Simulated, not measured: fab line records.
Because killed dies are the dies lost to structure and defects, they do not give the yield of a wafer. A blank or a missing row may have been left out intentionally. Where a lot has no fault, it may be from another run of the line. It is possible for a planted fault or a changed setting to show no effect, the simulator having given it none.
fab line records	flow sky130
record: lots: 6	wafers: 18	lastDay: 48
route steps=708 shown CONTACT@411 METAL1@434 PAD_OPEN@708
lots that met no fault: taken from a fault-free run of the same line
startH: hours from the record's opening day to when the first of the lot's shown wafers began	waitH: hours since the lot's step before	" unchanged from the row above	L1.1+2: a row that stands for several wafers	- no value present, or no start provided	* or withheld: withheld	< > ~ a bound
route shown NAME@n: a module of which the file shows steps, and the number in the route of the first	usual: the fault-free wafers' mean and standard deviation	same: alike in all rows	chamber/n: place in a boat	sites: the reading at each site	_std_site: their standard deviation	_edge_site: mean of outer sites minus mean of inner sites	radiusMm: how far each site lies from the wafer's centre	mask NAME#n: copy n	behind: tool/chamber where the wafer was last shaped	hold: why the lot went on hold/how many hours it stayed there/how the hold came to an end	device: which transistor (n, p or np) failed to switch	end of line: the route-end tests of the same wafers	for a step that has no rows: nothing shown but its recipe	killed: at the first sort, the dies lost to defects and structure; wafer yield is something else	map: the dies of a wafer, with x for killed, . for not killed, _ for no die there
set.NAME: the run value of the setting; set.NAME@STEP: its run value at that earlier step	model.NAME: the simulator's own value behind a step, which no gauge read
a table for each step, a row for each wafer; lots at some steps of the route
services: when a tool's chamber went out of use (startH, in hours from the record's first day, below 0 if earlier), for how many hours, and the reason
== steps ==
step: SKY_CONTACT_BOW_MEAS_05
recipe: mode: bow
usual: CONTACT_BOW: 81/6.4
lot.wafer	tool	chamber	startH	waitH	CONTACT_BOW[um]
L668.1	filmMetro-02	-	708.41	0.2	80
L668.2	"	-	"	"	72
L668.4	"	-	"	"	76
L669.3	filmMetro-03	-	718.27	0.3	84
L669.4	"	-	"	"	72
L669.6	"	-	"	"	82
L671.1	filmMetro-03	-	739.39	0.2	82
L671.2	"	-	"	"	86
L671.4	"	-	"	"	79
L675.2	filmMetro-01	-	767.23	0.2	79
L675.4	"	-	"	"	84
L675.6	"	-	"	"	81
L678.1	filmMetro-01	-	795.47	0.2	75
L678.2	"	-	"	"	86
L678.6	"	-	"	"	87
L679.1	filmMetro-03	-	811.89	0.2	75
L679.3	"	-	"	"	85
L679.5	"	-	"	"	91
step: SKY_CONTACT_DEHYDRATE_06
recipe: tempC: 200	timeS: 60
step: SKY_CONTACT_HMDS_07
recipe: primeTimeS: 60	primeTempC: 120
step: SKY_CONTACT_COAT_08
recipe: resist: BARC	tempC: withheld	timeS: withheld	spinRpm: 3000	resistThkNm: 60
step: SKY_CONTACT_COAT_09
recipe: resist: KrF-thick	spinRpm: 3000	resistThkNm: 450
step: SKY_CONTACT_SOFTBAKE_10
recipe: tempC: 100	timeS: 90	resist: KrF-thick
step: SKY_CONTACT_EXPOSE_11
recipe: maskId: CTM1	na: 0.8	sourceShape: annular	sigmaInner: 0.55	sigmaOuter: 0.85	targetCdNm: 170	doseMj: 38
step: SKY_CONTACT_PEB_12
recipe: pebTempC: withheld	pebTimeS: withheld	resist: KrF-thick
step: SKY_CONTACT_DEVELOP_13
recipe: developTimeS: 60	resist: KrF-thick	devTempC: 19.91
step: SKY_CONTACT_CD_MEAS_14
recipe: targetCdNm: 170
usual: cdNm: 170.2/1.8
lot.wafer	tool	chamber	startH	waitH	cdNm
L668.1	cdSem-02	-	734.82	-	170.1
L668.2	"	-	"	"	170.4
L668.4	"	-	"	"	169.7
L669.3	cdSem-01	-	745.27	-	168.7
L669.4	"	-	"	"	169.3
L669.6	"	-	"	"	168.5
L671.1	cdSem-02	-	766.14	-	170.7
L671.2	"	-	"	"	169.4
L671.4	"	-	"	"	169.8
L675.2	cdSem-02	-	793.66	-	169.8
L675.4	"	-	"	"	169.5
L675.6	"	-	"	"	167.9
L678.1	cdSem-01	-	822.09	-	172.0
L678.2	"	-	"	"	170.7
L678.6	"	-	"	"	170.9
L679.1	cdSem-01	-	838.68	-	174.1
L679.3	"	-	"	"	175.0
L679.5	"	-	"	"	172.4
step: SKY_CONTACT_OVL_MEAS_15
usual: CONTACT_OVL: 4/6.1
lot.wafer	tool	chamber	startH	waitH	CONTACT_OVL[nm]
L668.1	overlay-01	-	734.94	0.1	-4
L668.2	"	-	"	"	-9
L668.4	"	-	"	"	-1
L669.3	overlay-01	-	745.36	0.1	3
L669.4	"	-	"	"	12
L669.6	"	-	"	"	9
L671.1	overlay-01	-	766.26	0.1	3
L671.2	"	-	"	"	5
L671.4	"	-	"	"	3
L675.2	overlay-01	-	793.76	0.1	17
L675.4	"	-	"	"	12
L675.6	"	-	"	"	11
L678.1	overlay-01	-	822.21	0.1	5
L678.2	"	-	"	"	-1
L678.6	"	-	"	"	-9
L679.1	overlay-02	-	838.80	0.1	4
L679.3	"	-	"	"	5
L679.5	"	-	"	"	8
step: SKY_CONTACT_ETCH_16
recipe: chemistry: N2/H2	target: BARC	ionEnergyEv: 200	sourceW: 500	biasW: 100	pressureMtorr: 30	n2FlowSccm: 100	h2FlowSccm: 200	stopOn: SiO2	timeS: 45.9	targetDepthA: 600
step: SKY_CONTACT_ETCH_17
recipe: target: SiO2	chemistry: C4F8/O2/Ar	stopOn: Si3N4	maskMaterial: KrF-thick	sourceW: 1500	biasW: 1200	pressureMtorr: 40	c4f8FlowSccm: withheld	O2_flow_sccm: 6	Ar_flow_sccm: 300	timeS: withheld	targetDepthA: 3400
usual: oesProductAu: 0.891/0.0047
lot.wafer	tool	chamber	startH	waitH	oesProductAu
L668.1	rieDiel-03	3	735.02	0.0	0.895
L668.2	"	0	"	"	0.896
L668.4	"	2	"	"	0.886
L669.3	rieDiel-03	0	745.43	0.0	0.895
L669.4	"	3	"	"	0.889
L669.6	"	1	"	"	0.892
L671.1	rieDiel-01	1	766.34	0.0	0.890
L671.2	"	3	"	"	0.890
L671.4	"	2	"	"	0.902
L675.2	rieDiel-01	2	793.84	0.0	0.894
L675.4	"	3	"	"	0.890
L675.6	"	2	"	"	0.894
L678.1	rieDiel-01	0	822.29	0.0	0.888
L678.2	"	1	"	"	0.882
L678.6	"	1	"	"	0.891
L679.1	rieDiel-03	3	838.88	0.0	0.904
L679.3	"	1	"	"	0.887
L679.5	"	2	"	"	0.896
step: SKY_CONTACT_ETCH_18
recipe: target: Si3N4	chemistry: CHF3/O2	stopOn: TiN	sourceW: 600	biasW: 200	pressureMtorr: 40	chf3FlowSccm: 50	O2_flow_sccm: 5	timeS: 39	targetDepthA: 750
usual: chf3FlowSccm: 49.98/0.15	drypumpMotorCurrentA: 6.0/0.44	oesProductAu: 0.856/0.0076	throttleValvePct: 8.794/0.0086
same: timeS: 39
lot.wafer	tool	chamber	startH	waitH	chf3FlowSccm	drypumpMotorCurrentA	oesProductAu	rfHoursCounterH	throttleValvePct
L668.1	rieDiel-03	3	-	-	50.08	5.9	0.853	11	8.794
L668.2	"	0	"	"	49.80	5.1	0.859	12	8.784
L668.4	"	2	"	"	49.81	5.6	0.852	20	8.805
L669.3	rieDiel-03	0	-	-	50.07	5.1	0.862	13	8.792
L669.4	"	3	"	"	49.93	5.9	0.859	11	8.797
L669.6	"	1	"	"	50.07	5.3	0.855	-	8.793
L671.1	rieDiel-01	1	-	-	50.02	6.5	0.831	13	8.795
L671.2	"	3	"	"	49.73	6.6	0.853	5	8.793
L671.4	"	2	"	"	49.98	5.8	0.853	-	8.788
L675.2	rieDiel-01	2	-	-	49.94	5.8	0.853	14	8.779
L675.4	"	3	"	"	49.75	6.6	0.859	6	8.805
L675.6	"	2	"	"	49.77	5.8	0.861	-	8.786
L678.1	rieDiel-01	0	-	-	49.80	5.5	0.855	5	8.798
L678.2	"	1	"	"	49.97	6.5	0.851	15	8.776
L678.6	"	1	"	"	50.05	6.5	0.871	-	8.802
L679.1	rieDiel-03	3	-	-	50.22	5.9	0.864	14	8.804
L679.3	"	1	"	"	50.01	5.4	0.850	24	8.801
L679.5	"	2	"	"	49.81	5.6	0.860	-	8.804
step: SKY_CONTACT_STRIP_19
recipe: chemistry: O2/N2	powerW: 1400	pressureMtorr: 1500	platenTempC: withheld	o2FlowSccm: 3000	n2FlowSccm: 300	overashFraction: 0.5
step: SKY_CONTACT_STRIP_20
recipe: chemistry: postEtchResidueRemover	timeS: 1200	tempC: 72.5
step: SKY_CONTACT_CLEAN_21
recipe: chemistry: IPA	timeS: 180	tempC: 25
step: SKY_CONTACT_CLEAN_22
recipe: chemistry: O3/DIW	dry: n2Spin
step: SKY_CONTACT_SPUTTER_23
recipe: material: TiN	targetThkNm: 20	chamberPressurePa: 5	powerW: 4000	timeS: 80
usual: throttleValvePct: 30.0/1
same: timeS: 80
lot.wafer	tool	chamber	startH	waitH	throttleValvePct
L668.1	pvdSputter-03	-	735.74	0.0	30.2
L668.2	"	-	"	"	28.3
L668.4	"	-	"	"	30.7
L669.3	pvdSputter-04	-	746.14	0.0	30.9
L669.4	"	-	"	"	28.4
L669.6	"	-	"	"	28.7
L671.1	pvdSputter-04	-	767.02	0.0	31.0
L671.2	"	-	"	"	30.1
L671.4	"	-	"	"	28.2
L675.2	pvdSputter-02	-	794.52	0.0	31.1
L675.4	"	-	"	"	29.3
L675.6	"	-	"	"	29.5
L678.1	pvdSputter-03	-	823.01	0.0	30.5
L678.2	"	-	"	"	29.2
L678.6	"	-	"	"	28.7
L679.1	pvdSputter-02	-	839.56	0.0	31.2
L679.3	"	-	"	"	29.4
L679.5	"	-	"	"	31.5
step: SKY_CONTACT_CVD_24
recipe: material: W	targetThkNm: 340	timeS: 102.12	tempC: 400	pressureTorr: 40
usual: heaterPowerW: 904/110
same: timeS: 102.12
lot.wafer	tool	chamber	startH	waitH	heaterPowerW
L668.1	cvdW-01	1	735.80	0.0	1095
L668.2	"	0	"	"	774
L668.4	"	1	"	"	1093
L669.3	cvdW-01	1	746.24	0.1	1086
L669.4	"	0	"	"	766
L669.6	"	1	"	"	1090
L671.1	cvdW-01	1	767.08	0.0	1091
L671.2	"	0	"	"	772
L671.4	"	1	"	"	1093
L675.2	cvdW-02	1	794.58	0.0	904
L675.4	"	0	"	"	861
L675.6	"	1	"	"	878
L678.1	cvdW-01	1	823.07	0.0	1131
L678.2	"	0	"	"	804
L678.6	"	0	"	"	795
L679.1	cvdW-02	0	839.63	0.0	876
L679.3	"	1	"	"	884
L679.5	"	0	"	"	857
step: SKY_CONTACT_RS_MEAS_25
recipe: thkMeasGauge: four-point-probe	reads: W_of_CONTACT_CVD_24+TiN_of_CONTACT_SPUTTER_23
usual: CONTACT_W_RS: 0.339/0.004
lot.wafer	tool	chamber	startH	waitH	CONTACT_W_RS[ohm/sq]
L668.1	filmMetro-01	-	735.91	0.1	0.338
L668.2	"	-	"	"	0.343
L668.4	"	-	"	"	0.340
L669.3	filmMetro-03	-	746.35	0.1	0.338
L669.4	"	-	"	"	0.341
L669.6	"	-	"	"	0.338
L671.1	filmMetro-03	-	767.19	0.1	0.335
L671.2	"	-	"	"	0.344
L671.4	"	-	"	"	0.334
L675.2	filmMetro-01	-	794.71	0.1	0.339
L675.4	"	-	"	"	0.340
L675.6	"	-	"	"	0.333
L678.1	filmMetro-03	-	823.18	0.1	0.344
L678.2	"	-	"	"	0.346
L678.6	"	-	"	"	0.343
L679.1	filmMetro-03	-	839.74	0.1	0.341
L679.3	"	-	"	"	0.337
L679.5	"	-	"	"	0.343
step: SKY_CONTACT_THK_MEAS_26
recipe: thkMeasGauge: xrf	reads: W_of_CONTACT_CVD_24
usual: CONTACT_W_THK: 347/5.6
lot.wafer	tool	chamber	startH	waitH	CONTACT_W_THK[nm]
L668.1	filmMetro-01	-	736.03	0.1	347
L668.2	"	-	"	"	342
L668.4	"	-	"	"	346
L669.3	filmMetro-03	-	746.45	0.1	354
L669.4	"	-	"	"	350
L669.6	"	-	"	"	354
L671.1	filmMetro-03	-	767.31	0.1	354
L671.2	"	-	"	"	345
L671.4	"	-	"	"	356
L675.2	filmMetro-01	-	794.82	0.1	345
L675.4	"	-	"	"	342
L675.6	"	-	"	"	351
L678.1	filmMetro-03	-	823.30	0.1	340
L678.2	"	-	"	"	335
L678.6	"	-	"	"	341
L679.1	filmMetro-03	-	839.86	0.1	341
L679.3	"	-	"	"	347
L679.5	"	-	"	"	339
step: SKY_CONTACT_CMP_27
recipe: stopOn: SiO2	tOverpolishS: 15	downForcePsi: 3.5	platenRpm: 60	targetThkNm: 0	padVelocityMS: 0.94248
step: SKY_METAL1_SPUTTER_00
recipe: material: Ti	targetThkNm: 15	powerW: 3000	timeS: 10	chamberPressurePa: 0.4
usual: throttleValvePct: 30.0/1
same: timeS: 10
lot.wafer	tool	chamber	startH	waitH	throttleValvePct
L668.1	pvdSputter-01	-	736.39	0.1	29.9
L668.2	"	-	"	"	29.6
L668.4	"	-	"	"	31.0
L669.3	pvdSputter-02	-	746.79	0.1	31.4
L669.4	"	-	"	"	31.2
L669.6	"	-	"	"	29.6
L671.1	pvdSputter-02	-	767.67	0.1	31.5
L671.2	"	-	"	"	29.9
L671.4	"	-	"	"	31.3
L675.2	pvdSputter-01	-	795.17	0.1	31.5
L675.4	"	-	"	"	30.8
L675.6	"	-	"	"	29.7
L678.1	pvdSputter-02	-	823.66	0.2	29.0
L678.2	"	-	"	"	31.3
L678.6	"	-	"	"	29.1
L679.1	pvdSputter-04	-	840.22	0.2	31.0
L679.3	"	-	"	"	28.2
L679.5	"	-	"	"	30.7
step: SKY_METAL1_SPUTTER_01
recipe: material: TiN	targetThkNm: 20	powerW: 6500	timeS: 16.7	chamberPressurePa: 0.4
step: SKY_METAL1_SPUTTER_02
recipe: material: AlCu	targetThkNm: 250	powerW: 10600	timeS: 13.3	chamberPressurePa: 0.4
usual: throttleValvePct: 30.0/0.99
same: timeS: 13.3
lot.wafer	tool	chamber	startH	waitH	throttleValvePct
L668.1	pvdSputter-01	-	736.44	0.0	29.6
L668.2	"	-	"	"	29.3
L668.4	"	-	"	"	31.2
L669.3	pvdSputter-02	-	746.84	0.0	31.0
L669.4	"	-	"	"	31.5
L669.6	"	-	"	"	29.8
L671.1	pvdSputter-02	-	767.72	0.0	31.3
L671.2	"	-	"	"	29.7
L671.4	"	-	"	"	31.3
L675.2	pvdSputter-01	-	795.22	0.0	31.4
L675.4	"	-	"	"	30.8
L675.6	"	-	"	"	29.6
L678.1	pvdSputter-02	-	823.71	0.0	29.5
L678.2	"	-	"	"	31.3
L678.6	"	-	"	"	29.5
L679.1	pvdSputter-04	-	840.26	0.0	30.6
L679.3	"	-	"	"	28.3
L679.5	"	-	"	"	31.0
step: SKY_METAL1_SPUTTER_03
recipe: material: Ti	targetThkNm: 5	powerW: 3000	timeS: 3.3	chamberPressurePa: 0.4
step: SKY_METAL1_SPUTTER_04
recipe: material: TiN	targetThkNm: 70	powerW: 6500	timeS: 58.3	chamberPressurePa: 0.4
step: SKY_METAL1_RS_MEAS_05
recipe: thkMeasGauge: four-point-probe	reads: TiN_of_METAL1_SPUTTER_04+Ti_of_METAL1_SPUTTER_03+AlCu_of_METAL1_SPUTTER_02+TiN_of_METAL1_SPUTTER_01+Ti_of_METAL1_SPUTTER_00
usual: METAL1_ALCU_RS: 0.1267/0.0015
lot.wafer	tool	chamber	startH	waitH	METAL1_ALCU_RS[ohm/sq]
L668.1	filmMetro-04	-	736.53	0.0	0.1283
L668.2	"	-	"	"	0.1275
L668.4	"	-	"	"	0.1273
L669.3	filmMetro-04	-	746.97	0.1	0.1241
L669.4	"	-	"	"	0.1258
L669.6	"	-	"	"	0.1273
L671.1	filmMetro-03	-	767.81	0.0	0.1260
L671.2	"	-	"	"	0.1281
L671.4	"	-	"	"	0.1269
L675.2	filmMetro-02	-	795.33	0.0	0.1262
L675.4	"	-	"	"	0.1271
L675.6	"	-	"	"	0.1267
L678.1	filmMetro-03	-	823.80	0.0	0.1279
L678.2	"	-	"	"	0.1271
L678.6	"	-	"	"	0.1287
L679.1	filmMetro-02	-	840.36	0.0	0.1275
L679.3	"	-	"	"	0.1256
L679.5	"	-	"	"	0.1274
step: SKY_METAL1_THK_MEAS_06
recipe: thkMeasGauge: xrf	reads: AlCu_of_METAL1_SPUTTER_02
usual: METAL1_ALCU_THK: 247/3.4
lot.wafer	tool	chamber	startH	waitH	METAL1_ALCU_THK[nm]
L668.1	filmMetro-04	-	736.65	0.1	245
L668.2	"	-	"	"	247
L668.4	"	-	"	"	246
L669.3	filmMetro-04	-	747.07	0.1	251
L669.4	"	-	"	"	249
L669.6	"	-	"	"	247
L671.1	filmMetro-03	-	767.93	0.1	249
L671.2	"	-	"	"	243
L671.4	"	-	"	"	247
L675.2	filmMetro-02	-	795.44	0.1	246
L675.4	"	-	"	"	246
L675.6	"	-	"	"	246
L678.1	filmMetro-03	-	823.92	0.1	243
L678.2	"	-	"	"	243
L678.6	"	-	"	"	243
L679.1	filmMetro-02	-	840.48	0.1	246
L679.3	"	-	"	"	249
L679.5	"	-	"	"	245
step: SKY_METAL1_DEHYDRATE_07
recipe: tempC: 200	timeS: 60
step: SKY_METAL1_HMDS_08
recipe: primeTimeS: 60	primeTempC: 120
step: SKY_METAL1_COAT_09
recipe: resist: BARC	tempC: withheld	timeS: withheld	spinRpm: 3000	resistThkNm: 60
step: SKY_METAL1_COAT_10
recipe: resist: KrF-thick	spinRpm: 3000	resistThkNm: 450
step: SKY_METAL1_SOFTBAKE_11
recipe: tempC: 100	timeS: 90	resist: KrF-thick
step: SKY_METAL1_EXPOSE_12
recipe: maskId: MM1	na: 0.8	sourceShape: annular	sigmaInner: 0.55	sigmaOuter: 0.85	targetCdNm: 140	doseMj: 28
step: SKY_METAL1_PEB_13
recipe: pebTempC: withheld	pebTimeS: withheld	resist: KrF-thick
step: SKY_METAL1_DEVELOP_14
recipe: developTimeS: 60	resist: KrF-thick	devTempC: 21
step: SKY_METAL1_CD_MEAS_15
recipe: targetCdNm: 140
usual: cdNm: 140.1/1.6
lot.wafer	tool	chamber	startH	waitH	cdNm
L668.1	cdSem-01	-	763.27	-	138.8
L668.2	"	-	"	"	138.3
L668.4	"	-	"	"	139.7
L669.3	cdSem-01	-	774.13	-	140.1
L669.4	"	-	"	"	139.1
L669.6	"	-	"	"	142.0
L671.1	cdSem-01	-	794.24	-	137.1
L671.2	"	-	"	"	136.3
L671.4	"	-	"	"	137.6
L675.2	cdSem-02	-	821.76	-	141.5
L675.4	"	-	"	"	141.0
L675.6	"	-	"	"	141.9
L678.1	cdSem-02	-	850.19	-	142.2
L678.2	"	-	"	"	141.8
L678.6	"	-	"	"	141.2
L679.1	cdSem-01	-	866.47	-	138.8
L679.3	"	-	"	"	139.3
L679.5	"	-	"	"	139.8
step: SKY_METAL1_OVL_MEAS_16
usual: METAL1_OVL: 1/5.9
lot.wafer	tool	chamber	startH	waitH	METAL1_OVL[nm]
L668.1	overlay-01	-	763.39	0.1	6
L668.2	"	-	"	"	8
L668.4	"	-	"	"	11
L669.3	overlay-02	-	774.22	0.1	4
L669.4	"	-	"	"	-2
L669.6	"	-	"	"	-2
L671.1	overlay-01	-	794.36	0.1	-7
L671.2	"	-	"	"	-8
L671.4	"	-	"	"	-11
L675.2	overlay-02	-	821.86	0.1	0
L675.4	"	-	"	"	0
L675.6	"	-	"	"	-2
L678.1	overlay-01	-	850.31	0.1	-6
L678.2	"	-	"	"	-8
L678.6	"	-	"	"	-4
L679.1	overlay-02	-	866.59	0.1	2
L679.3	"	-	"	"	1
L679.5	"	-	"	"	1
step: SKY_METAL1_DESCUM_17
recipe: chemistry: O2	sourcePowerW: 150	biasPowerW: 0	pressureMtorr: 10	tempC: 40	timeS: 8
step: SKY_METAL1_ETCH_18
recipe: chemistry: N2/H2	target: BARC	ionEnergyEv: 200	biasW: 100	pressureMtorr: 30	n2FlowSccm: 100	h2FlowSccm: 200	icpW: 500	stopOn: SiO2	timeS: 47.55	targetDepthA: 600
step: SKY_PAD_OPEN_PROBE_99
usual: killed_at_M0_to_M3: 44/7.6	killed_at_M4_up: 3.2/1.7	killedAtContacts: 24/5.7	killedAtFrontEnd: 16/3.9	killedAtOther: 0.2/0.45	killedDies: 87/9.5	killedOpen: 47/6.9	killedShort: 40/5.8
same: grossDies: 492	killedAtBackSide: 0
lot.wafer	tool	chamber	startH	waitH	hold	killed_at_M0_to_M3	killed_at_M4_up	killedAtContacts	killedAtFrontEnd	killedAtOther	killedDies	killedOpen	killedShort
L668.1	prober-02	-	1073.56	0.1	-	42	2	22	16	0	82	47	35
L668.2	prober-02	-	1073.61	0.1	-	49	1	19	18	0	87	53	34
L668.4	prober-02	-	1073.71	0.2	-	43	2	21	20	1	87	43	44
L669.3	prober-01	-	1082.26	0.2	-	50	1	21	16	0	88	48	40
L669.4	prober-01	-	1082.31	0.2	-	45	1	25	15	0	86	52	34
L669.6	prober-01	-	1082.41	0.2	-	43	5	23	14	0	85	45	40
L671.1	prober-01	-	1099.06	0.1	-	54	5	23	17	0	99	64	35
L671.2	prober-01	-	1099.11	0.1	-	42	3	24	11	0	80	49	31
L671.4	prober-01	-	1099.21	0.2	-	43	5	25	16	0	89	46	43
L675.2	prober-01	-	1117.35	0.1	awaitDispo/2.4h/release	42	5	70	14	0	131	46	43
L675.4	prober-01	-	1117.45	0.2	awaitDispo/2.4h/release	52	2	43	13	0	110	41	39
L675.6	prober-01	-	1117.55	0.2	awaitDispo/2.4h/release	40	2	64	16	0	122	36	42
L678.1	prober-02	-	1137.18	0.1	awaitDispo/2.8h/release	34	3	60	15	0	112	43	28
L678.2	prober-02	-	1137.23	0.1	awaitDispo/2.8h/release	39	0	57	12	1	109	33	35
L678.6	prober-02	-	1137.43	0.2	awaitDispo/2.8h/release	54	5	62	19	0	140	46	49
L679.1	prober-01	-	1146.18	0.1	-	49	5	17	8	0	79	43	36
L679.3	prober-01	-	1146.28	0.2	-	39	3	31	8	0	81	45	36
L679.5	prober-01	-	1146.38	0.2	-	40	3	19	16	1	79	38	41
killed by level:class
L668.1 CONTACT:geometricParticle:open=11 VIA3:geometricParticle:open=10 VIA1:geometricParticle:open=8 LI_CONTACT:geometricParticle:open=5 VIA2:geometricParticle:open=5 VIA1:geometricParticle:short=5 POLY_GATE:geometricParticle:short=4 FIELD_ISO:geometricParticle:short=3
L668.2 VIA2:geometricParticle:open=10 VIA1:geometricParticle:open=10 LI_CONTACT:geometricParticle:open=9 FIELD_ISO:geometricParticle:short=7 FIELD_ISO:geometricParticle:open=6 VIA2:geometricParticle:short=6 VIA3:geometricParticle:open=6 CONTACT:geometricParticle:open=4
L668.4 FIELD_ISO:geometricParticle:short=8 VIA1:geometricParticle:open=8 LI_CONTACT:geometricParticle:open=7 CONTACT:geometricParticle:open=6 VIA3:geometricParticle:open=5 VIA2:geometricParticle:open=5 METAL1:geometricParticle:short=5 POLY_GATE:geometricParticle:short=4
L669.3 VIA1:geometricParticle:open=12 CONTACT:geometricParticle:open=8 VIA1:geometricParticle:short=7 VIA3:geometricParticle:open=7 VIA2:geometricParticle:open=7 CONTACT:geometricParticle:short=6 METAL1:geometricParticle:short=6 LI_CONTACT:geometricParticle:open=5
L669.4 VIA1:geometricParticle:open=13 CONTACT:geometricParticle:open=10 VIA2:geometricParticle:open=8 LI_CONTACT:geometricParticle:open=7 METAL2:geometricParticle:short=5 METAL1:geometricParticle:short=4 VIA1:geometricParticle:short=4 FIELD_ISO:geometricParticle:short=3
L669.6 CONTACT:geometricParticle:open=10 VIA1:geometricParticle:open=9 METAL1:geometricParticle:short=8 METAL2:geometricParticle:short=7 LI_CONTACT:geometricParticle:open=6 VIA2:geometricParticle:open=6 POLY_GATE:geometricParticle:open=4 POLY_GATE:geometricParticle:short=4
L671.1 VIA1:geometricParticle:open=13 VIA3:geometricParticle:open=12 LI_CONTACT:geometricParticle:open=9 CONTACT:geometricParticle:open=7 VIA2:geometricParticle:open=7 POLY_GATE:geometricParticle:open=6 METAL2:geometricParticle:short=5 FIELD_ISO:geometricParticle:short=4
L671.2 VIA1:geometricParticle:open=9 CONTACT:geometricParticle:open=8 VIA2:geometricParticle:open=8 LI_CONTACT:geometricParticle:open=6 VIA3:geometricParticle:open=6 LOCAL_INTERCONNECT:geometricParticle:short=5 METAL1:geometricParticle:short=4 FIELD_ISO:geometricParticle:open=3
L671.4 CONTACT:geometricParticle:open=11 METAL2:geometricParticle:short=8 METAL1:geometricParticle:short=8 VIA3:geometricParticle:open=7 VIA1:geometricParticle:open=6 FIELD_ISO:geometricParticle:open=5 LOCAL_INTERCONNECT:geometricParticle:short=5 CONTACT:geometricParticle:short=5
L675.2 CONTACT:unspecified=42 CONTACT:geometricParticle:open=12 VIA3:geometricParticle:open=8 LI_CONTACT:geometricParticle:open=6 CONTACT:geometricParticle:short=6 VIA2:geometricParticle:open=6 VIA3:geometricParticle:short=5 METAL1:geometricParticle:short=5
L675.4 CONTACT:unspecified=30 VIA3:geometricParticle:open=9 METAL1:geometricParticle:short=8 VIA2:geometricParticle:open=8 VIA1:geometricParticle:open=8 METAL2:geometricParticle:short=6 CONTACT:geometricParticle:open=6 POLY_GATE:geometricParticle:short=5
L675.6 CONTACT:unspecified=44 VIA1:geometricParticle:open=10 VIA1:geometricParticle:short=9 POLY_GATE:geometricParticle:short=9 LI_CONTACT:geometricParticle:open=6 CONTACT:geometricParticle:open=6 CONTACT:geometricParticle:short=5 VIA3:geometricParticle:open=5
L678.1 CONTACT:unspecified=41 VIA1:geometricParticle:open=9 LI_CONTACT:geometricParticle:open=8 VIA2:geometricParticle:open=7 FIELD_ISO:geometricParticle:open=5 VIA1:geometricParticle:short=4 POLY_GATE:geometricParticle:short=3 METAL1:geometricParticle:short=3
L678.2 CONTACT:unspecified=41 VIA1:geometricParticle:open=13 VIA2:geometricParticle:open=6 FIELD_ISO:geometricParticle:short=5 METAL3:geometricParticle:short=5 LI_CONTACT:geometricParticle:open=4 METAL2:geometricParticle:short=4 VIA2:geometricParticle:short=4
L678.6 CONTACT:unspecified=45 VIA3:geometricParticle:open=9 VIA1:geometricParticle:short=8 METAL1:geometricParticle:short=8 VIA1:geometricParticle:open=8 FIELD_ISO:geometricParticle:open=7 CONTACT:geometricParticle:open=6 METAL2:geometricParticle:short=6
L679.1 VIA1:geometricParticle:open=11 CONTACT:geometricParticle:open=9 VIA2:geometricParticle:short=9 VIA2:geometricParticle:open=6 METAL1:geometricParticle:short=5 METAL4:geometricParticle:short=5 METAL3:geometricParticle:short=4 LI_CONTACT:geometricParticle:open=3
L679.3 CONTACT:geometricParticle:open=12 VIA3:geometricParticle:open=9 CONTACT:geometricParticle:short=7 VIA1:geometricParticle:open=7 LI_CONTACT:geometricParticle:open=6 METAL2:geometricParticle:short=6 VIA2:geometricParticle:short=4 FIELD_ISO:geometricParticle:open=3
L679.5 VIA3:geometricParticle:open=9 LI_CONTACT:geometricParticle:open=6 VIA1:geometricParticle:open=6 POLY_GATE:geometricParticle:short=5 CONTACT:geometricParticle:open=4 CONTACT:geometricParticle:short=4 METAL2:geometricParticle:short=4 VIA2:geometricParticle:short=4
map L675.2 (x killed, . not)
__________..xxx.x..._________
________x...x.....x..._______
______x...xx..x....xxxx._____
_____...x.......xxxx.xxx.____
____............xxxxxxx.x.___
___...x....x...x.xxxxxxxx..__
__.....x.xx.....xxxxxxxxx..._
_....x....x....xxxxxxx....x..
_x..x..x...x.x...xx.xxx......
_......x.x........xxx.xx...x.
_..................x...x.....
_.x........x...........x.....
_..xx.x................xx....
_..x.x.x.x...x.........x.x.xx
_xx...............x....x.x.x.
__.x.x.......x.......x......_
___....x....x..........x...__
____.......x......x......x___
_____x.......x...........____
______..x.........x...xx_____
________.x...xx......x_______
__________...x.xx.x._________
map L678.6 (x killed, . not)
__________....xx...._________
________......x......._______
______............x....._____
_____...xx......x........____
____...x......xxx..xx.....___
___..x..............x...x.x__
__.........x.....x..x.x...x._
_..x..x..x..............x..xx
_..x.xx............x...xx.xx.
_..........x.......x..xx..x..
_.x..xx..........x.xxxxx.....
_.x..x..xx..x.x..xxxxxxxxx...
_xx......xx......xxxxxxxxxxx.
_xx.x..x.......xx.xxxxxxxx.x.
_.......x..........xxxxxxx..x
__..x..xx.x....x..xx.x......_
___...........x.x.xxx..x.x.__
____.x..xx......x.....x.x.___
_____...xxx..xxxx........____
______.x...x.xx...x....x_____
________..x..........._______
__________.......x.._________
== services ==
tool	chamber	startH	hours	kind
rieDiel-01	1	738.36	3.1	repair
rieDiel-01	2	740.48	17.9	repair
pvdSputter-03	-	746.26	3.2	repair
rieDiel-01	0	758.35	34.6	repair
cvdW-02	1	785.29	1.9	repair
pvdSputter-01	-	785.73	0.7	repair
rieDiel-03	3	790.09	3.4	repair
cvdW-02	0	796.21	1.2	repair
cvdW-01	-	800.73	6.9	pm
cvdW-02	-	821.80	2.8	pm
pvdSputter-01	1	824.53	-	consumableReplace:kit
pvdSputter-01	1	824.53	18.0	scheduledDown
pvdSputter-01	1	824.53	18.0	ventCycle
pvdSputter-04	1	825.00	-	consumableReplace:kit
pvdSputter-04	1	825.00	18.0	scheduledDown
pvdSputter-04	1	825.00	18.0	ventCycle
pvdSputter-02	-	827.26	11.6	repair
rieDiel-01	1	833.97	6.7	repair
pvdSputter-01	-	836.39	6.2	repair
== key ==
firstSign: step: SKY_PAD_OPEN_PROBE_99	reading: killedAtContacts	direction: up	sigmas: 6.3	usual: 24	struck: 59
effect: step: SKY_PAD_OPEN_PROBE_99	reading: killedDies	direction: up	sigmas: 3.6	usual: 87	struck: 121
metAt SKY_CONTACT_ETCH_17
struckWafers L675.2,L675.4,L675.6,L678.1,L678.2,L678.6
testerLeftOut L675,L678
onsetBetween 766.34 793.84
alsoFits SKY_CONTACT_ETCH_18:rieDiel-01
fault: kind: chamberParticleSource	tool: rieDiel-01	chamber: -	onsetH: 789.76	steps: SKY_CONTACT_ETCH_17	ratePerVisitCm2: 0.46331	endH: 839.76
testerLeftOut: of these lots the tester's yield and bins aren't shown, on N5 and GAA mostly nor the transistor test; their killed dies are dies lost to structure and defects alone, not to doping, threshold or leakage, so they don't give the yield
